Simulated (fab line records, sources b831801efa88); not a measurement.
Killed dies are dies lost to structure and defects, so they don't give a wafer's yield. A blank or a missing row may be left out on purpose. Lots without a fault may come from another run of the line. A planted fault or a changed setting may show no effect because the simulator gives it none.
Chamber matching | flow gf180mcu | GF_V5_CVD_00 on hdpcvd-01: 3 sister chambers
The step deposits SiO2, target thk 300 nm, time 50 s. 6 wafers are shown with their chamber, then 7 later ones without.

WAFERS WITH THEIR CHAMBER
wafer  | chamber | sih4_flow_sccm (sccm)
L523.1 | 2       | 59.96
L523.6 | 1       | 60.34
L528.1 | 1       | 60.01
L528.3 | 2       | 60.28
L531.2 | 0       | 60.19
L531.4 | 0       | 59.78

WAFERS WITHOUT THEIR CHAMBER
wafer  | sih4_flow_sccm (sccm)
L531.6 | 59.52
L530.4 | 59.59
L530.5 | 60.08
L530.6 | 60.07
L543.3 | 59.93
L543.4 | 60.06
L543.6 | 60.25

WHICH CHAMBER EACH WENT THROUGH
wafer  | from the rows above          | in truth
L531.6 | can't be placed: 0 or 2 or 1 | 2
L530.4 | can't be placed: 0 or 2 or 1 | 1
L530.5 | can't be placed: 2 or 0 or 1 | 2
L530.6 | can't be placed: 2 or 0 or 1 | 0
L543.3 | can't be placed: 0 or 2 or 1 | 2
L543.4 | can't be placed: 2 or 0 or 1 | 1
L543.6 | can't be placed: 1 or 2 or 0 | 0
Placed correctly: 0 of 7. Can't be placed from these rows: 7 (the true chamber is among the candidates in 7). Placed wrongly: 0.
How it was worked out, from the rows above alone: a wafer's distance from a chamber is the root of the sum, over the readings, of the square of ((its reading less the chamber's mean) divided by the reading's scatter). The wafer belongs to the nearest chamber; if the next one is less than 2 further off, it can't be placed. A chamber's mean is the mean of its shown wafers. The scatter: the root of (the sum of the squares of (reading less its chamber's mean) over the shown wafers, divided by (wafers less chambers)).
